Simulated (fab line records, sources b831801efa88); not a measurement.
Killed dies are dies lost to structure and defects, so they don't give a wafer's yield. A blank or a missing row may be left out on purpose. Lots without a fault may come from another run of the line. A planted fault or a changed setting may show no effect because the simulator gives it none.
Problem report in the 8D (eight disciplines) form, filled by code | flow gf180mcu | the parts of the form that need people (team, actions taken, sign-off) are left out

1. THE PROBLEM
V4_W_RS at GF_V4_RS_MEAS_24 reads a mean of 0.255 ohm/sq on 2 wafers of 2 lots; wafers without a fault read 0.333 ohm/sq with a standard deviation of 0.0048. That is -16 standard deviations from the usual mean.
The step: measures by four-point-probe.
First seen on wafer L486.4, day 27 16:31, on film_metro-02. The record holds 33 wafers of 11 lots with a number at this step. Rule for "out", or "out of limits": more than 4 standard deviations from the usual mean. The other wafers with a number count as sound.

2. WHAT IT IS AND WHAT IT IS NOT
question                    | is                | is not
which readings at this step | V4_W_RS           | -
which lots                  | L486, L488        | L477, L478, L480, L492, L493, L496, L497, L498, L499
which wafers of those lots  | L486.4, L488.6    | L486.2, L486.3, L488.2, L488.5
read on which gauges        | film_metro-02     | film_metro-03
when                        | from day 27 16:31 | up to then (11 sound wafers); but 20 sound wafers of L488, L492, L493, L496, L497, L498, L499 came after

3. SUSPECTS, AND WHAT RULES EACH OUT
Counting: a tool at a process step up to the reading stays a suspect if it ran every lot that is out. Sound lots after the first of them don't rule it out here, since some wafers of a struck lot are sound.
- the gauge at GF_V4_RS_MEAS_24: kept. All the wafers that are out were read on film_metro-02, and no step on other tools shows them out.
- cvd_w-02 at GF_V4_CVD_23 (deposits W, target thk 350 nm, time 104.9 s): kept. It ran every lot that is out, first L486 (day 27 16:23); its last sound lot up to then is L480 (day 25 13:05).
Left after counting: cvd_w-02 at GF_V4_CVD_23, film_metro-02 at GF_V4_RS_MEAS_24.

4. THE CAUSE (what the simulator had put in)
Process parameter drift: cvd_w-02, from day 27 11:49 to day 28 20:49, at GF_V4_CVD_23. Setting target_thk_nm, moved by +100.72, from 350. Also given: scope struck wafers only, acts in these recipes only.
Counting left 2 suspects, and this tool is among them.

5. THE CHAIN OF EFFECTS, in route order
Each row: a reading whose mean over the struck wafers that have a number lies more than 3 standard deviations from the usual. Only readings for which the record gives a usual standard deviation are gone through. hours: the time from each lot's start at the first step in this table that gives one to its start at this step, as a median over the lots. sigmas: the change in usual standard deviations.
hours | step              | reading            | usual        | on struck wafers | change | sigmas
0     | GF_V4_RS_MEAS_24  | V4_W_RS            | 0.333 ohm/sq | 0.255            | -0.079 | -16
5     | GF_V4_THK_MEAS_25 | V4_W_THK           | 339 nm       | 436              | +96    | +20
8     | GF_V4_CMP_26      | time_to_endpoint_s | 83 s         | 106              | +23    | +3.9
The process steps in it:
- GF_V4_CMP_26: polishes, stops on SiO2, t overpolish 15 s, target thk 0 nm.

6. WHAT WOULD HAVE CAUGHT IT SOONER
In this record the first reading out of limits at a measuring or inspecting step was taken at day 27 16:31, 5 hours after the fault began at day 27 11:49.
Of the tool readings at GF_V4_CVD_23 for which the record gives a usual standard deviation, none was out on any struck wafer, so an alarm limit of 4 standard deviations on them would not have fired.
Of the lots that are out (2), L488 began GF_V4_CVD_23 on cvd_w-02 after day 27 16:31. A hold on the tool at that time would have spared it.
